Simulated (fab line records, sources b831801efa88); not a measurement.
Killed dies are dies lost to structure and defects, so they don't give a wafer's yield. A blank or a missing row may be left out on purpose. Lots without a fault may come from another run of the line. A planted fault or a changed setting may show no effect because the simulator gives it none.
fab line records | flow sfq_line
record lots=6 wafers=17 last_day=94
route steps=325 shown M2@92 I2@103 M3@118
lots that met no fault: from a run of the same line without faults
start_h: hours from the record's first day to the start of the lot's first wafer shown | wait_h: hours since the lot's step before | " the same as in the row above | L1.1+2: a row that stands for several wafers | - no value, or no start given | * or withheld: withheld | < > ~ a bound
route shown NAME@n: a module of which the file shows steps, and the number in the route of the first | usual: mean/standard deviation of fault-free wafers | same: alike in all rows | chamber/n: place in a boat | sites: the reading at each site | _std_site: their standard deviation | _edge_site: outer sites' mean less inner sites' | radius_mm: how far each site lies from the wafer's centre | mask NAME#n: copy n | behind: the tool/chamber that last shaped the wafer | hold: why the lot was held/for how many hours/how that ended | device: the transistor (n, p or np) that didn't switch | end of line: the same wafers' tests at the end of the route | a step without rows: its recipe alone | killed: dies lost to structure and defects at the first sort, not the wafer's yield | map: a wafer's dies, x killed, . not, _ none there
set.NAME: the setting as run; set.NAME@STEP: as run at that earlier step | model.NAME: the simulator's own value behind a step, which no gauge read
lots at some steps of the route; a table a step, a row a wafer
services: from which hour (start_h, from the record's first day; less than 0 if before it) a tool's chamber was out of use, for how many hours, and why
## steps
# step SFQ_TRILAYER_M2_LITHO_COAT_062
# recipe resist=BARC spin_rpm=3000 resist_thk_nm=62
# step SFQ_TRILAYER_M2_LITHO_COAT_057
# recipe resist=KrF spin_rpm=3000 resist_thk_nm=600
# step SFQ_TRILAYER_M2_LITHO_SOFTBAKE_061
# recipe temp_c=withheld time_s=withheld resist=KrF
# step SFQ_TRILAYER_M2_LITHO_EXPOSE_058
# recipe mask_id=M2 na=0.6 source_shape=conventional sigma_outer=0.65 target_cd_nm=500 dose_mj=14.4
# step SFQ_TRILAYER_M2_LITHO_PEB_060
# recipe peb_temp_c=115 peb_time_s=60 resist=KrF
# step SFQ_TRILAYER_M2_LITHO_DEVELOP_059
# recipe time_s=60 resist=KrF
# step SFQ_M2_OVL_MEAS_916
# usual M2_OVL=-2/5.3
# columns lot.wafer tool chamber start_h wait_h M2_OVL[nm]
L227.1 overlay-01 - 547.10 0.1 4
L227.2 " - " " 3
L227.5 " - " " 6
L229.1 overlay-01 - 571.10 0.1 -2
L229.3 " - " " -2
L229.6 " - " " -4
L231.1 overlay-01 - 595.22 0.1 -6
L231.6 " - " " 2
L232.1 overlay-02 - 607.82 0.1 5
L232.4 " - " " 10
L232.6 " - " " 0
L245.1 overlay-01 - 720.86 0.1 -4
L245.4 " - " " -3
L245.6 " - " " -6
L248.3 overlay-02 - 742.47 0.1 -5
L248.5 " - " " -2
L248.6 " - " " 1
# step SFQ_TRILAYER_M2_BARC_OPEN_METAL_ETCH_077
# recipe mask_material=PR chemistry=O2 target_depth_nm=125 target=BARC icp_w=600 bias_w=80 pressure_mtorr=10 time_s=41.7
# step SFQ_TRILAYER_M2_ETCH_METAL_ETCH_060
# recipe target=Nb stop_on=SiO2 mask_material=PR chemistry=Cl2/Ar target_depth_nm=240 icp_w=600 bias_w=80 pressure_mtorr=10 time_s=120
# usual drypump_motor_current_A=5.6/0.56 he_backside_leak_sccm=3.43/0.27 oes_product_au=0.897/0.0085
# columns lot.wafer tool chamber start_h wait_h drypump_motor_current_A he_backside_leak_sccm oes_product_au rf_hours_counter_h
L227.1 rie_metal-01 0 547.19 0.0 5.0 3.54 0.890 160
L227.2 " 1 " " 5.6 3.35 0.897 59
L227.5 " 1 " " 5.6 3.62 0.896 -
L229.1 rie_metal-03 1 571.19 0.0 6.5 3.37 0.899 103
L229.3 " 0 " " 5.1 3.52 0.890 -
L229.6 " 0 " " 5.1 3.44 0.895 -
L231.1 rie_metal-03 0 595.32 0.0 5.0 3.34 0.899 83
L231.6 " 1 " " 6.5 3.46 0.906 -
L232.1 rie_metal-03 0 607.93 0.1 5.0 3.31 0.897 85
L232.4 " 0 " " 5.1 3.16 0.885 -
L232.6 " 1 " " 6.5 3.28 0.893 -
L245.1 rie_metal-01 0 720.96 0.0 5.0 3.56 0.895 9
L245.4 " 0 " " 5.0 3.43 0.890 -
L245.6 " 0 " " 5.0 3.32 0.902 -
L248.3 rie_metal-01 0 742.60 0.1 5.0 3.47 0.886 -
L248.5 " 0 " " 5.0 3.60 0.886 -
L248.6 " 1 " " 5.6 3.34 0.904 -
# step SFQ_TRILAYER_M2_STRIP_STRIP_061
# recipe gas=O2 power_w=200 platen_temp_c=40 overash_fraction=0.65 chemistry=O2 pressure_mtorr=50
# usual drypump_motor_current_A=5.6/0.56 he_backside_leak_sccm=3.44/0.28 oes_product_au=1.005/0.011
# columns lot.wafer tool chamber start_h wait_h drypump_motor_current_A he_backside_leak_sccm oes_product_au rf_hours_counter_h
L227.1 rie_metal-01 0 547.32 0.1 5.0 3.41 1.016 160
L227.2 " 1 " " 5.6 3.39 1.004 59
L227.5 " 1 " " 5.6 3.40 1.011 -
L229.1 rie_metal-03 1 571.32 0.1 6.5 3.30 1.002 103
L229.3 " 0 " " 5.1 3.41 0.993 -
L229.6 " 0 " " 5.0 3.37 0.988 -
L231.1 rie_metal-03 0 595.44 0.1 5.0 3.35 0.975 83
L231.6 " 1 " " 6.5 3.19 1.013 -
L232.1 rie_metal-03 0 608.10 0.1 5.1 3.40 0.990 85
L232.4 " 0 " " 5.1 3.11 0.991 -
L232.6 " 1 " " 6.5 3.28 1.017 -
L245.1 rie_metal-01 0 721.08 0.1 5.0 3.45 0.995 9
L245.4 " 0 " " 4.9 3.29 1.004 -
L245.6 " 0 " " 5.0 3.50 1.002 -
L248.3 rie_metal-01 0 742.88 0.2 5.0 3.52 0.989 -
L248.5 " 0 " " 5.0 3.62 0.998 -
L248.6 " 1 " " 5.6 3.76 1.017 -
# step SFQ_TRILAYER_M2_STRIP_SOLV_CLEAN_062
# recipe chemistry=NMP temp_c=70 time_s=600
# step SFQ_TRILAYER_I2_DEP_PECVD_063
# recipe material=SiO2 temp_c=150 time_s=111.11 pressure_torr=2.4 rf_w=183.3 precursor=SiH4/N2O target_thk_nm=500
# step SFQ_TRILAYER_I2_CMP_CMP_064
# recipe material=SiO2 down_force_psi=3 platen_rpm=60 pad_velocity_m_s=0.94248
# usual motor_current_A=10.1/0.77 time_to_endpoint_s=212/11
# columns lot.wafer tool chamber start_h wait_h motor_current_A time_to_endpoint_s model.SiO2_of_TRILAYER_I2_DEP_PECVD_063.thk_nm
L227.1 cmp-01 0 558.44 10.3 11.4 224 201.8
L227.2 " 3 559.94 11.8 9.6 212 200.2
L227.5 " 0 " " 11.0 226 202.4
L229.3 cmp-01 0 582.94 10.8 10.8 219 201.5
L229.1 " 1 " " 10.0 226 179.7
L229.6 " 3 584.44 12.3 8.9 213 199.2
L231.1 cmp-01 1 611.19 14.9 10.0 227 180.4
L231.6 " 0 612.69 16.4 10.5 221 201.5
L232.4 cmp-02 2 621.79 12.6 9.4 210 199.8
L232.1 " 0 622.79 13.7 12.0 183 196.1
L232.6 " 2 623.79 14.6 9.5 206 199
L245.4 cmp-02 0 729.79 7.9 11.6 201 197.7
L245.1 " 1 " " 9.6 204 198.6
L245.6 " 0 731.79 9.9 11.2 192 197.5
L248.3 cmp-02 3 749.29 5.8 10.9 214 198.8
L248.5 " 0 " " 10.7 206 197.4
L248.6 " 1 " " 9.3 217 198.5
# step SFQ_I2_BOW_MEAS_917
# recipe mode=bow
# usual I2_BOW=3/9.5
# columns lot.wafer tool chamber start_h wait_h I2_BOW[um]
L227.1 film_metro-03 - 561.44 2.5 -6
L227.2 " - " " 10
L227.5 " - " " 3
L229.1 film_metro-03 - 585.44 1.5 8
L229.3 " - " " 5
L229.6 " - " " 10
L231.1 film_metro-03 - 613.19 1.5 -2
L231.6 " - " " 9
L232.1 film_metro-04 - 624.79 1.5 -1
L232.4 " - " " 11
L232.6 " - " " -9
L245.1 film_metro-01 - 732.79 2.0 12
L245.4 " - " " 18
L245.6 " - " " 12
L248.3 film_metro-04 - 750.83 1.0 3
L248.5 " - " " 0
L248.6 " - " " -3
# step SFQ_TRILAYER_I2_METRO_MEASURE_065
# usual thk_nm=199.5/1.5
# columns lot.wafer tool chamber start_h wait_h thk_nm
L227.1 film_metro-03 - 561.56 0.1 201.8
L227.2 " - " " 200.2
L227.5 " - " " 202.3
L229.1 film_metro-03 - 585.56 0.1 179.7
L229.3 " - " " 201.6
L229.6 " - " " 199.2
L231.1 film_metro-03 - 613.31 0.1 180.5
L231.6 " - 614.31 1.0 201.4
L232.1 film_metro-04 - 624.91 0.1 196.2
L232.4 " - " " 199.7
L232.6 " - " " 199.2
L245.1 film_metro-01 - 732.91 0.1 198.6
L245.4 " - " " 197.6
L245.6 " - " " 197.4
L248.3 film_metro-04 - 751.31 0.5 198.8
L248.5 " - " " 197.4
L248.6 " - " " 198.4
# step SFQ_TRILAYER_I2_VIA_LITHO_COAT_072
# recipe resist=BARC spin_rpm=3000 resist_thk_nm=62
# step SFQ_TRILAYER_I2_VIA_LITHO_COAT_067
# recipe resist=KrF spin_rpm=3000 resist_thk_nm=650
# step SFQ_TRILAYER_I2_VIA_LITHO_SOFTBAKE_071
# recipe temp_c=withheld time_s=withheld resist=KrF
# step SFQ_TRILAYER_I2_VIA_LITHO_EXPOSE_068
# recipe mask_id=I2 na=0.6 source_shape=conventional sigma_outer=0.65 target_cd_nm=500 dose_mj=21.3
# step SFQ_TRILAYER_I2_VIA_LITHO_PEB_070
# recipe peb_temp_c=115 peb_time_s=60 resist=KrF
# step SFQ_TRILAYER_I2_VIA_LITHO_DEVELOP_069
# recipe time_s=60 resist=KrF
# step SFQ_I2_OVL_MEAS_918
# usual I2_OVL=1/5.5
# columns lot.wafer tool chamber start_h wait_h I2_OVL[nm]
L227.1 overlay-01 - 714.74 0.1 2
L227.2 " - " " 1
L227.5 " - " " -3
L229.1 overlay-01 - 728.06 0.1 -6
L229.3 " - " " 6
L229.6 " - " " -7
L231.1 overlay-02 - 760.46 0.1 -2
L231.6 " - " " -1
L232.1 overlay-01 - 771.26 0.1 -2
L232.4 " - " " -5
L232.6 " - " " 3
L245.1 overlay-02 - 884.00 0.1 -5
L245.4 " - " " -8
L245.6 " - " " -11
L248.3 overlay-02 - 900.91 0.1 2
L248.5 " - " " 2
L248.6 " - " " -2
# step SFQ_TRILAYER_I2_VIA_BARC_OPEN_VIA_ETCH_096
# recipe mask_material=PR chemistry=O2 target_depth_nm=125 target=BARC source_w=500 bias_w=80 pressure_mtorr=30 time_s=41.7
# usual drypump_motor_current_A=5.6/0.39 oes_product_au=0.686/0.0047
# columns lot.wafer tool chamber start_h wait_h drypump_motor_current_A oes_product_au rf_hours_counter_h
L227.1 rie_diel-01 0 714.77 0.0 5.4 0.688 5
L227.2 " 1 " " 5.2 0.687 2
L227.5 " 1 " " 5.2 0.686 -
L229.1 rie_diel-01 1 728.10 0.0 5.2 0.678 3
L229.3 " 0 " " 5.4 0.687 5
L229.6 " 2 " " 4.9 0.684 -
L231.1 rie_diel-02 1 760.50 0.0 6.1 0.677 1
L231.6 " 2 " " 5.8 0.687 -
L232.1 rie_diel-03 2 771.30 0.0 5.7 0.689 6
L232.4 " 1 " " 5.8 0.688 2
L232.6 " 3 " " 5.0 0.690 -
L245.1 rie_diel-03 0 884.04 0.0 6.2 0.679 3
L245.4 " 2 " " 5.7 0.680 8
L245.6 " 2 " " 5.7 0.689 -
L248.3 rie_diel-01 2 900.94 0.0 4.8 0.690 8
L248.5 " 1 " " 5.2 0.684 -
L248.6 " 2 " " 4.9 0.686 -
# step SFQ_TRILAYER_I2_VIA_ETCH_VIA_ETCH_070
# recipe target=SiO2 stop_on=Nb mask_material=PR taper_deg=20 chemistry=CHF3 target_depth_nm=260 source_w=500 bias_w=80 pressure_mtorr=30 time_s=withheld
# usual drypump_motor_current_A=5.6/0.39 oes_product_au=0.853/0.0065
# columns lot.wafer tool chamber start_h wait_h drypump_motor_current_A oes_product_au model.I2.feature_depth_nm model.etch.depth_nm
L227.1 rie_diel-01 0 714.81 0.0 5.4 0.850 201.8 201.8
L227.2 " 1 " " 5.2 0.857 200.2 200.2
L227.5 " 1 " " 5.2 0.870 202.4 202.4
L229.1 rie_diel-01 1 728.14 0.0 5.2 0.806 179.7 179.7
L229.3 " 0 " " 5.4 0.847 201.5 201.5
L229.6 " 2 " " 4.8 0.849 199.2 199.2
L231.1 rie_diel-02 1 760.54 0.0 6.1 0.808 180.4 180.4
L231.6 " 2 " " 5.8 0.869 201.5 201.5
L232.1 rie_diel-03 2 771.34 0.0 5.7 0.847 196.1 196.1
L232.4 " 1 " " 5.8 0.841 199.8 199.8
L232.6 " 3 " " 5.0 0.856 199 199
L245.1 rie_diel-03 0 884.08 0.0 6.2 0.853 198.6 198.6
L245.4 " 2 " " 5.7 0.853 197.7 197.7
L245.6 " 2 " " 5.7 0.844 197.5 197.5
L248.3 rie_diel-01 2 900.98 0.0 4.8 0.861 198.8 198.8
L248.5 " 1 " " 5.2 0.844 197.4 197.4
L248.6 " 2 " " 4.8 0.855 198.5 198.5
# step SFQ_TRILAYER_I2_VIA_STRIP_STRIP_071
# recipe gas=O2 power_w=200 platen_temp_c=40 overash_fraction=0.65 chemistry=O2 pressure_mtorr=50
# usual drypump_motor_current_A=5.7/0.54 he_backside_leak_sccm=3.41/0.2 oes_product_au=0.999/0.0097
# columns lot.wafer tool chamber start_h wait_h drypump_motor_current_A he_backside_leak_sccm oes_product_au rf_hours_counter_h
L227.1 rie_metal-02 0 714.92 - 6.3 3.36 0.978 95
L227.2 " 1 " " 5.9 3.21 1.004 102
L227.5 " 1 " " 5.9 3.23 1.000 -
L229.1 rie_metal-01 1 728.25 - 5.6 3.58 1.011 92
L229.3 " 0 " " 5.0 3.59 0.991 -
L229.6 " 1 " " 5.6 3.54 1.009 -
L231.1 rie_metal-02 1 760.65 - 5.9 3.25 0.991 108
L231.6 " 0 " " 6.3 3.42 0.995 -
L232.1 rie_metal-02 0 771.45 - 6.3 3.32 0.990 102
L232.4 " 0 " " 6.3 3.39 0.995 -
L232.6 " 0 " " 6.3 3.45 1.007 -
L245.1 rie_metal-03 1 884.19 - 6.5 3.36 0.996 144
L245.4 " 1 " " 6.5 3.36 1.007 -
L245.6 " 0 " " 5.1 3.21 1.000 -
L248.3 rie_metal-01 1 901.49 - 5.6 3.77 1.015 -
L248.5 " 1 " " 5.6 3.61 1.007 -
L248.6 " 1 " " 5.6 3.87 1.018 -
# step SFQ_TRILAYER_I2_VIA_STRIP_SOLV_CLEAN_072
# recipe chemistry=NMP temp_c=70 time_s=600
# step SFQ_TRILAYER_M3_DEP_PRE_CLEAN_074
# recipe gas=Ar time_s=22.5 bias_v=250
# usual bias_v=250.0/2.6
# columns lot.wafer tool chamber start_h wait_h bias_v model.SiO2_of_TRILAYER_I2_DEP_PECVD_063.thk_nm
L227.1 pvd_sputter-03 - 715.70 0.0 247.3 194.3
L227.2 " - " " 243.2 192.7
L227.5 " - " " 246.8 194.9
L229.1 pvd_sputter-03 - 729.02 0.0 252.1 172.2
L229.3 " - " " 249.5 194
L229.6 " - " " 249.0 191.7
L231.1 pvd_sputter-03 - 761.42 0.0 250.0 172.9
L231.6 " - " " 250.4 194
L232.1 pvd_sputter-06 - 772.22 0.0 250.0 188.6
L232.4 " - " " 252.5 192.3
L232.6 " - " " 254.2 191.5
L245.1 pvd_sputter-06 - 884.96 0.0 251.6 191.1
L245.4 " - " " 249.1 190.2
L245.6 " - " " 250.7 190
L248.3 pvd_sputter-05 - 902.46 0.0 248.1 191.3
L248.5 " - " " 247.8 189.9
L248.6 " - " " 250.3 191
# step SFQ_TRILAYER_M3_DEP_SPUTTER_073
# recipe material=Nb base_pressure_pa=1.33e-06 chamber_pressure_pa=0.1333 substrate_temp_c=20 resputter_cathode_voltage_v=400 target_thk_nm=200 power_w=2000 time_s=133.3
# usual cathode_dc_power_W=2000.0/0.38 resputter_cathode_voltage_v=400/3.9 substrate_temp_c=19.97/0.11 throttle_valve_pct=29.5/1.1
# columns lot.wafer tool chamber start_h wait_h cathode_dc_power_W resputter_cathode_voltage_v substrate_temp_c throttle_valve_pct
L227.1 pvd_sputter-03 - 715.73 0.0 1999.5 401 20.31 31.9
L227.2 " - " " 1999.5 397 19.94 29.9
L227.5 " - " " 1999.5 400 20.09 30.8
L229.1 pvd_sputter-03 - 729.05 0.0 1999.9 395 19.94 30.8
L229.3 " - " " 1999.4 399 19.75 29.1
L229.6 " - " " 2000.4 403 20.16 31.6
L231.1 pvd_sputter-03 - 761.45 0.0 1999.8 402 20.05 29.4
L231.6 " - " " 1999.7 404 20.06 29.3
L232.1 pvd_sputter-06 - 772.25 0.0 1999.9 394 19.95 29.2
L232.4 " - " " 2000.4 402 19.84 30.2
L232.6 " - " " 1999.9 399 19.87 30.4
L245.1 pvd_sputter-06 - 884.99 0.0 2000.1 397 19.93 29.5
L245.4 " - " " 2000.1 397 20.17 29.0
L245.6 " - " " 1999.9 404 20.06 29.8
L248.3 pvd_sputter-05 - 902.49 0.0 2000.1 407 19.91 27.5
L248.5 " - " " 2000.6 407 20.09 27.7
L248.6 " - " " 2000.2 400 19.62 27.5
## services
# columns tool chamber start_h hours kind
cmp-02 - 533.43 7.7 pm
rie_diel-03 0 535.21 10.1 repair
cmp-02 - 570.50 4.9 repair
rie_diel-01 3 578.06 5.4 repair
rie_diel-01 - 614.67 2.8 pm
rie_diel-03 2 615.09 3.3 repair
rie_metal-01 0 618.26 5.6 repair
pvd_sputter-06 - 634.04 0.9 repair
rie_diel-01 1 635.44 8.9 repair
rie_diel-03 0 653.25 3.7 repair
rie_metal-03 - 658.29 2.8 pm
rie_diel-03 1 678.73 18.5 repair
rie_diel-01 1 687.34 7.4 repair
pvd_sputter-03 - 689.49 4.9 repair
rie_diel-03 2 720.46 7.9 repair
rie_metal-01 - 749.53 3.8 repair
rie_diel-03 0 776.78 4.8 repair
rie_diel-01 - 820.23 0.8 repair
rie_metal-01 - 820.28 2.8 pm
rie_diel-01 2 823.47 4.4 repair
rie_diel-01 1 874.04 3.9 repair
rie_metal-01 0 885.55 20.9 repair
rie_metal-03 - 886.33 0.2 repair
pvd_sputter-06 - 900.24 2.6 repair
## key
first_sign step=SFQ_TRILAYER_I2_METRO_MEASURE_065 reading=thk_nm direction=down sigmas=13 usual=199.5 struck=180.1
effect step=SFQ_TRILAYER_I2_VIA_ETCH_VIA_ETCH_070 reading=oes_product_au direction=down sigmas=7.1 usual=0.853 struck=0.807
model_effect step=SFQ_TRILAYER_I2_CMP_CMP_064 value=SiO2_of_TRILAYER_I2_DEP_PECVD_063.thk_nm without=200 struck=180
model_effect step=SFQ_TRILAYER_I2_VIA_ETCH_VIA_ETCH_070 value=I2.feature_depth_nm without=200 struck=180
model_effect step=SFQ_TRILAYER_M3_DEP_PRE_CLEAN_074 value=SiO2_of_TRILAYER_I2_DEP_PECVD_063.thk_nm without=192.5 struck=172.5
met_at SFQ_TRILAYER_I2_CMP_CMP_064
struck_wafers L229.1,L231.1
onset_between 558.44 582.94
fault kind=process_parameter_drift tool=cmp-01 chamber=- onset_h=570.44 steps=SFQ_TRILAYER_I2_CMP_CMP_064 channel=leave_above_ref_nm offset=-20 shape=step end_h=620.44 scope=struck_wafers_only acts_in=these_recipes_only stated=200
